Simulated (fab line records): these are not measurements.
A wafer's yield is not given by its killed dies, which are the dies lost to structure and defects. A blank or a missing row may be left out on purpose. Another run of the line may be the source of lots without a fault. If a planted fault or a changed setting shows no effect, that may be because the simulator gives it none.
Chamber matching | flow sky130 | SKY_VIA1_ETCH_14 on rie diel-03: 4 sister chambers
The step etches BARC in N2/H2, stops on SiO2, time 45.9 s, target depth 60 nm. 20 wafers are shown with their chamber, then 10 later ones without.

== WAFERS, EACH WITH ITS CHAMBER ==
wafer  | chamber | drypump motor current A (A) | throttle valve pct (%) | oes product au (a.u.)
L077.2 | 0       | 5.7                         | 13.224                 | 0.852
L077.4 | 1       | 5.6                         | 13.228                 | 0.850
L077.5 | 3       | 5.4                         | 13.227                 | 0.849
L078.3 | 1       | 5.6                         | 13.242                 | 0.851
L078.4 | 1       | 5.6                         | 13.229                 | 0.859
L078.6 | 2       | 6.4                         | 13.235                 | 0.858
L079.2 | 0       | 5.6                         | 13.222                 | 0.859
L079.4 | 0       | 5.7                         | 13.223                 | 0.851
L079.5 | 2       | 6.4                         | 13.230                 | 0.855
L085.1 | 3       | 5.4                         | 13.203                 | 0.849
L085.3 | 2       | 6.4                         | 13.222                 | 0.850
L085.5 | 1       | 5.6                         | 13.208                 | 0.854
L086.2 | 0       | 5.6                         | 13.225                 | 0.849
L086.3 | 1       | 5.6                         | 13.223                 | 0.844
L086.6 | 0       | 5.7                         | 13.252                 | 0.852
L090.3 | 0       | 5.7                         | 13.238                 | 0.856
L090.4 | 0       | 5.7                         | 13.235                 | 0.855
L090.6 | 1       | 5.6                         | 13.221                 | 0.861
L092.2 | 1       | 5.6                         | 13.238                 | 0.845
L092.3 | 0       | 5.7                         | 13.235                 | 0.863

SIGNATURES (averages over the wafers above)
reading                 | chamber 0 | chamber 1 | chamber 2 | chamber 3 | scatter within a chamber
drypump motor current A | 5.675     | 5.600     | 6.400     | 5.400     | 0.0306
throttle valve pct      | 13.23175  | 13.22700  | 13.22900  | 13.21500  | 0.0109
oes product au          | 0.85462   | 0.85200   | 0.85433   | 0.84900   | 0.00521
Rule: distance of a wafer from a chamber = root of the sum over the readings of ((wafer's reading minus chamber's mean) / reading's scatter) squared. If the next closest chamber is less than 2 further off than the closest, the wafer can't be placed; otherwise it belongs to the closest. The scatter: take each reading less its chamber's mean, square it, sum over the shown wafers, divide by the number of wafers less the number of chambers, and take the root.

== WAFERS WHOSE CHAMBER IS MISSING ==
wafer  | drypump motor current A (A) | throttle valve pct (%) | oes product au (a.u.)
L092.6 | 5.7                         | 13.219                 | 0.853
L094.2 | 5.4                         | 13.224                 | 0.854
L094.4 | 5.6                         | 13.235                 | 0.855
L094.6 | 5.6                         | 13.206                 | 0.853
L096.2 | 5.4                         | 13.223                 | 0.857
L096.3 | 6.4                         | 13.219                 | 0.861
L096.5 | 5.7                         | 13.229                 | 0.858
L097.2 | 5.6                         | 13.216                 | 0.854
L097.5 | 5.4                         | 13.232                 | 0.851
L097.6 | 6.3                         | 13.216                 | 0.854

== CHAMBER TAKEN BY EACH ==
wafer  | from the rows above     | in truth
L092.6 | can't be placed: 0 or 1 | 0
L094.2 | 3                       | 3
L094.4 | can't be placed: 1 or 0 | 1
L094.6 | can't be placed: 1 or 0 | 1
L096.2 | 3                       | 3
L096.3 | 2                       | 2
L096.5 | 0                       | 0
L097.2 | can't be placed: 1 or 0 | 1
L097.5 | 3                       | 3
L097.6 | 2                       | 2
Placed correctly: 6 of 10. From these rows, 4 cannot be placed; in 4 the true chamber is one of the candidates. Wrongly placed: 0.
